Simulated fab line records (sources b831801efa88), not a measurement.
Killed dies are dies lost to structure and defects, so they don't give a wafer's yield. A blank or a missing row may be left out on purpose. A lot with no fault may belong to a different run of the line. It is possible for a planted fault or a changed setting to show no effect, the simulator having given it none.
What tool caused it?    flow gf180mcu    Sampling: 6 lots, 16 wafers, 4 of 602 route steps

== WHAT THE GAUGES SHOWED, per wafer ==
GF_M3_CD_MEAS_14: target cd 280 nm.
lot   measured      on         cd nm (nm)
L532  day 22 21:38  cd sem-02  280.7 279.8 281.1
L535  day 24 13:16  cd sem-01  279.1 279.3 279.1
L539  day 25 13:41  cd sem-02  215.5 281.0
L545  day 27 05:31  cd sem-01  212.5 278.0
L548  day 27 21:06  cd sem-01  279.0 278.7 278.0
L551  day 28 20:34  cd sem-02  280.8 281.5 280.5

== TOOL THAT RAN EACH LOT (tool first, then ch and the chambers of the sampled wafers, then the start) ==
lot   GF_V2_CMP_04                   GF_V2_ETCH_16                       GF_M3_EXPOSE_11
L532  cmp-01 ch 0,1,3, day 20 18:58  rie diel-01 ch 1,2,3, day 21 20:14  krf scanner-01 ch 0, day 22 09:54
L535  cmp-01 ch 1,2,3, day 22 13:10  rie diel-02 ch 1,2,3, day 23 12:23  krf scanner-02 ch 0, day 24 02:03
L539  cmp-02 ch 0,1, day 23 16:35    rie diel-03 ch 1,3, day 24 15:02    krf scanner-02 ch 0, day 25 03:25
L545  cmp-01 ch 1,3, day 25 08:01    rie diel-03 ch 0,1, day 26 06:47    krf scanner-02 ch 0, day 26 18:42
L548  cmp-01 ch 1,2, day 26 01:51    rie diel-03 ch 0,1, day 26 23:16    krf scanner-01 ch 0, day 27 11:19
L551  cmp-01 ch 1,2,3, day 27 02:56  rie diel-03 ch 1,2,3, day 27 23:24  krf scanner-01 ch 0, day 28 11:20
- GF_V2_CMP_04: polishes SiO2.
- GF_V2_ETCH_16: etches BARC in N2/H2.
- GF_M3_EXPOSE_11: exposes mask Metal3, target cd 280 nm.

== THE ANSWER, worked out from the rows above alone ==
Rule: the usual values come from the lots themselves. Put in order of their means at a reading, lots are off if they are a third of the lots or fewer, leave a main group of 4 or more, and stand apart from it by a gap of 3 or more times the standard deviation of the main group's means; of several such gaps the widest counts. Not used: any main group whose means are identical at the precision the tables above print for the reading. A lot without any number at a reading at which 4 lots or more have one is off too. All remaining lots with rows at the step are treated as sound.
Off: L539, L545, at GF_M3_CD_MEAS_14 (cd nm). For the main group the mean is 279.8 nm and the standard deviation 0.97.
A tool fits if, at a process step before that reading, it ran every lot that is off, and no sound lot after the first of them. Gauges at GF_M3_CD_MEAS_14: tried the same way as those tools. One candidate fits, namely krf scanner-02 at GF_M3_EXPOSE_11. Its last sound lot is L535 (day 24 02:03), its first lot that is off L539 (day 25 03:25): a fault that began between those two fits.

== WHAT WAS PUT IN BY THE SIMULATOR ==
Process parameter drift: krf scanner-02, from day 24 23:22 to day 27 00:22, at GF_M3_EXPOSE_11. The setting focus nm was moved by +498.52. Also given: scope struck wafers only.
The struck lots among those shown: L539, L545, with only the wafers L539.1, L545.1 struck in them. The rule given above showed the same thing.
